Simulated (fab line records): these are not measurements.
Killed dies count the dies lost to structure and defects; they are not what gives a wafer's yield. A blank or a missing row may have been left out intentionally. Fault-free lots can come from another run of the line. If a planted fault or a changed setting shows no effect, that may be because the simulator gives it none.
Matching of chambers -- flow gf180mcu -- GF_POLY_GATE_ETCH_13 on rie si-01 has 4 sister chambers
The step etches poly-Si in HBr/Cl2, stops on SiO2, target depth 198.5 nm, time 69.6 s. 15 wafers are shown with their chamber, then 7 later ones without.

WAFERS WITH THEIR CHAMBER
wafer,chamber,drypump motor current A (A),run length s (s),throttle valve pct (%)
L236.1,3,6.0,98.4,33.680
L236.2,0,6.1,97.8,33.669
L236.4,2,6.7,97.7,33.676
L237.1,2,6.7,97.5,33.694
L237.3,3,6.0,98.1,33.697
L237.6,1,6.2,97.3,33.682
L240.2,3,6.0,97.9,33.683
L240.4,0,6.1,97.9,33.685
L240.6,3,6.0,97.9,33.694
L245.2,3,5.9,98.3,33.685
L245.3,1,6.2,97.5,33.690
L245.4,0,6.2,98.2,33.688
L246.1,2,6.7,97.5,33.674
L246.5,3,6.0,98.6,33.683
L246.6,2,6.7,97.5,33.692

SIGNATURES (averages over the wafers above)
reading,chamber 0,chamber 1,chamber 2,chamber 3,scatter within a chamber
drypump motor current A,6.133,6.200,6.700,5.983,0.0369
run length s,97.967,97.400,97.550,98.200,0.221
throttle valve pct,33.68067,33.68600,33.68400,33.68700,0.00854
Rule: for each reading, subtract the chamber's mean from the wafer's reading, divide by that reading's scatter and square the result; add these up over the readings and take the root, which gives the wafer's distance from the chamber. The wafer belongs to the nearest chamber; if the next one is less than 2 further off, it can't be placed. The scatter is the square root of a quotient: the sum, over the shown wafers, of each reading's squared deviation from its chamber's mean, divided by wafers minus chambers.

WAFERS WHOSE CHAMBER IS MISSING
wafer,drypump motor current A (A),run length s (s),throttle valve pct (%)
L247.1,6.0,98.1,33.688
L247.5,6.7,97.5,33.670
L247.6,6.2,97.7,33.685
L248.2,5.9,98.0,33.690
L248.6,6.2,97.7,33.677
L250.1,6.0,98.0,33.686
L250.2,6.7,97.8,33.665

WHICH CHAMBER EACH WENT THROUGH
wafer,from the rows above,in truth
L247.1,3,3
L247.5,2,2
L247.6,can't be placed: 1 or 0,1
L248.2,3,3
L248.6,can't be placed: 1 or 0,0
L250.1,3,3
L250.2,2,2
Correct placement for 5 of the 7. From these rows, 2 cannot be placed; in 2 the true chamber is one of the candidates. 0 placed wrongly.
